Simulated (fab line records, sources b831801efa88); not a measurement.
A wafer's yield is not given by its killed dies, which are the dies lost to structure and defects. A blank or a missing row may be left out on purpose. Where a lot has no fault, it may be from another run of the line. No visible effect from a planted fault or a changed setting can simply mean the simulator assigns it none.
Chamber matching -- flow sky130 -- 4 sister chambers for SKY_LI_CONTACT_CMP_02 on cmp-02
The step polishes PSG. 16 wafers are shown with their chamber, then 8 later ones without.

== WAFERS, EACH WITH ITS CHAMBER ==
wafer,chamber,motorCurrentA (A),timeToEndpointS (s)
L376.1,0,13.5,32.0
L376.2,1,11.6,35.9
L376.4,3,13.0,30.5
L378.1,3,12.1,31.3
L378.2,2,12.4,29.3
L378.4,0,13.6,29.7
L379.3,2,11.7,27.0
L379.5,2,11.4,27.5
L379.6,3,13.0,29.6
L380.1,2,11.7,25.5
L380.2,3,12.4,29.1
L380.3,1,11.2,32.2
L381.3,1,11.9,38.2
L381.5,1,11.1,34.3
L381.6,0,13.2,30.5
L389.1,2,11.8,29.5

SIGNATURES (means of the wafers above)
reading,chamber 0,chamber 1,chamber 2,chamber 3,scatter within a chamber
motorCurrentA,13.433,11.450,11.800,12.625,0.37
timeToEndpointS,30.733,35.150,27.760,30.125,1.73
Rule: distance of a wafer from a chamber = root of the sum over the readings of ((wafer's reading minus chamber's mean) / reading's scatter) squared. The wafer belongs to the nearest chamber; if the next one is less than 2 further off, it can't be placed. The scatter is the square root of a quotient: the sum, over the shown wafers, of each reading's squared deviation from its chamber's mean, divided by wafers minus chambers.

== WAFERS MISSING THEIR CHAMBER ==
wafer,motorCurrentA (A),timeToEndpointS (s)
L389.2,11.5,37.5
L389.5,11.5,30.5
L390.1,11.6,29.4
L390.2,11.0,35.7
L390.3,13.4,32.8
L392.2,11.0,25.1
L392.3,13.5,30.3
L392.6,11.9,30.2

== THE CHAMBER EACH PASSED THROUGH ==
wafer,from the rows above,in truth
L389.2,1,1
L389.5,can't be placed: 2 or 1 or 3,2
L390.1,can't be placed: 2 or 3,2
L390.2,1,1
L390.3,can't be placed: 0 or 3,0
L392.2,2,2
L392.3,0,0
L392.6,can't be placed: 2 or 3 or 1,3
Correct placement for 4 of the 8. Not placeable from these rows: 4 (in 4, the candidates include the true chamber). 0 placed wrongly.
